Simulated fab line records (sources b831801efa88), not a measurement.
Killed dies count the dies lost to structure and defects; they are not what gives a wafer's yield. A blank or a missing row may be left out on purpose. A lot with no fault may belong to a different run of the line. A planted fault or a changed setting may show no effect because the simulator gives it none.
What tool caused it? + flow sky130 + 36 wafers from 12 lots sampled at 2 of the route's 708 steps

WHAT EACH GAUGE READ, for each wafer
No reading from a measuring or inspecting step in the record can be judged against a usual standard deviation.

WHICH TOOL RAN EACH LOT (tool, then ch and the chambers of the sampled wafers, then the start)
| lot  | SKY_METAL1_DEVELOP_14             | SKY_PAD_OPEN_PROBE_99   |
|------|-----------------------------------|-------------------------|
| L319 | litho_track-04 ch 0, day 32 02:00 | -                       |
| L320 | litho_track-02 ch 0, day 32 12:00 | -                       |
| L321 | litho_track-02 ch 0, day 33 01:00 | prober-01, day 45 17:05 |
| L322 | litho_track-02 ch 0, day 33 07:00 | prober-02, day 45 20:10 |
| L323 | litho_track-04 ch 0, day 33 17:00 | prober-01, day 46 04:13 |
| L330 | litho_track-04 ch 0, day 36 19:00 | prober-02, day 48 11:19 |
| L331 | litho_track-04 ch 0, day 36 21:00 | -                       |
| L335 | litho_track-02 ch 0, day 38 01:00 | -                       |
| L338 | litho_track-02 ch 0, day 38 17:00 | -                       |
| L340 | litho_track-04 ch 0, day 39 12:00 | -                       |
| L341 | litho_track-02 ch 0, day 39 13:00 | -                       |
| L342 | litho_track-02 ch 0, day 39 15:00 | prober-02, day 50 12:38 |
- SKY_METAL1_DEVELOP_14: develop time 60 s.
- SKY_PAD_OPEN_PROBE_99

WHAT THE TOOLS THEMSELVES READ (means of the sampled wafers that have a number; where no wafer has one, the mark that the record gives instead)
SKY_METAL1_DEVELOP_14. Usual: developer_temp_C at 21.00 C, with a standard deviation of 0.11.
| lot  | tool           | developer_temp_C (C) | flag |
|------|----------------|----------------------|------|
| L319 | litho_track-04 | 20.93                |      |
| L320 | litho_track-02 | 21.00                |      |
| L321 | litho_track-02 | 20.96                |      |
| L322 | litho_track-02 | 20.86                |      |
| L323 | litho_track-04 | 21.00                |      |
| L330 | litho_track-04 | 20.11                | OFF  |
| L331 | litho_track-04 | 20.22                | OFF  |
| L335 | litho_track-02 | 21.15                |      |
| L338 | litho_track-02 | 21.12                |      |
| L340 | litho_track-04 | 20.86                |      |
| L341 | litho_track-02 | 20.87                |      |
| L342 | litho_track-02 | 20.95                |      |

SKY_PAD_OPEN_PROBE_99. Usual: defect_limited_yield 82.3 %, standard deviation 1.8; killed_at_M0_to_M3 44, standard deviation 7.2; killed_at_M4_up 3.1, standard deviation 1.8; killed_at_contacts 24, standard deviation 4.5; killed_at_front_end 16, standard deviation 4.4; killed_at_other 0.2, standard deviation 0.42; killed_dies 87, standard deviation 8.9; killed_on_rim 17, standard deviation 4.1; killed_open 48, standard deviation 6.4; killed_short 39, standard deviation 6.2; sort_bin_3_pad_short 0.9 %, standard deviation 0.46; sort_bin_5_function 10.5 %, standard deviation 1.6; sort_bin_6_memory 6.3 %, standard deviation 1.1; sort_n_pass 405, standard deviation 8.9; sort_yield_pct 82.3 %, standard deviation 1.8.
| lot  | tool      | defect_limited_yield (%) | killed_at_M0_to_M3 | killed_at_M4_up | killed_at_contacts | killed_at_front_end | killed_at_other | killed_dies | killed_on_rim | killed_open | killed_short | sort_bin_3_pad_short (%) | sort_bin_5_function (%) | sort_bin_6_memory (%) | sort_n_pass | sort_yield_pct (%) | flag |
|------|-----------|--------------------------|--------------------|-----------------|--------------------|---------------------|-----------------|-------------|---------------|-------------|--------------|--------------------------|-------------------------|-----------------------|-------------|--------------------|------|
| L321 | prober-01 | 80.5                     | 58                 | 3.0             | 23                 | 12                  | 0.3             | 96          | 22            | 57          | 39           | 1.1                      | 11.5                    | 6.8                   | 396         | 80.5               |      |
| L322 | prober-02 | 82.6                     | 37                 | 1.7             | 24                 | 22                  | 1.0             | 85          | 17            | 47          | 38           | 0.5                      | 11.3                    | 5.6                   | 407         | 82.6               |      |
| L323 | prober-01 | 81.3                     | 45                 | 4.7             | 26                 | 17                  | 0.0             | 92          | 23            | 46          | 46           | 1.3                      | 10.9                    | 6.5                   | 400         | 81.3               |      |
| L330 | prober-02 | 82.2                     | 46                 | 3.0             | 21                 | 17                  | 0.3             | 88          | 17            | 49          | 38           | 1.4                      | 9.4                     | 7.0                   | 404         | 82.2               |      |
| L342 | prober-02 | 82.8                     | 42                 | 3.7             | 23                 | 16                  | 0.0             | 84          | 17            | 50          | 34           | 1.0                      | 10.4                    | 5.8                   | 408         | 82.8               |      |

THE ANSWER, worked out from the rows above alone
Rule: a lot is off if the mean of its wafers that have a number lies more than 3 standard deviations from the usual mean. A lot without any number at a reading at which 4 lots or more have one is off too. All remaining lots with rows at the step are treated as sound. After the gauges, taken in route order, come the tools' own readings; for these a lot's mean is taken, as printed above. At the first step where some lot is off, the reading lying furthest off is the one used; lots without a number count as furthest.
Off, at SKY_METAL1_DEVELOP_14 on developer_temp_C: L330, L331.
If a tool, at that step or one of the process steps before it, ran each lot that is off and ran no sound lot following the first of them, it fits. Of those tried, none fits.

WHAT HAD BEEN PUT IN BY THE SIMULATOR
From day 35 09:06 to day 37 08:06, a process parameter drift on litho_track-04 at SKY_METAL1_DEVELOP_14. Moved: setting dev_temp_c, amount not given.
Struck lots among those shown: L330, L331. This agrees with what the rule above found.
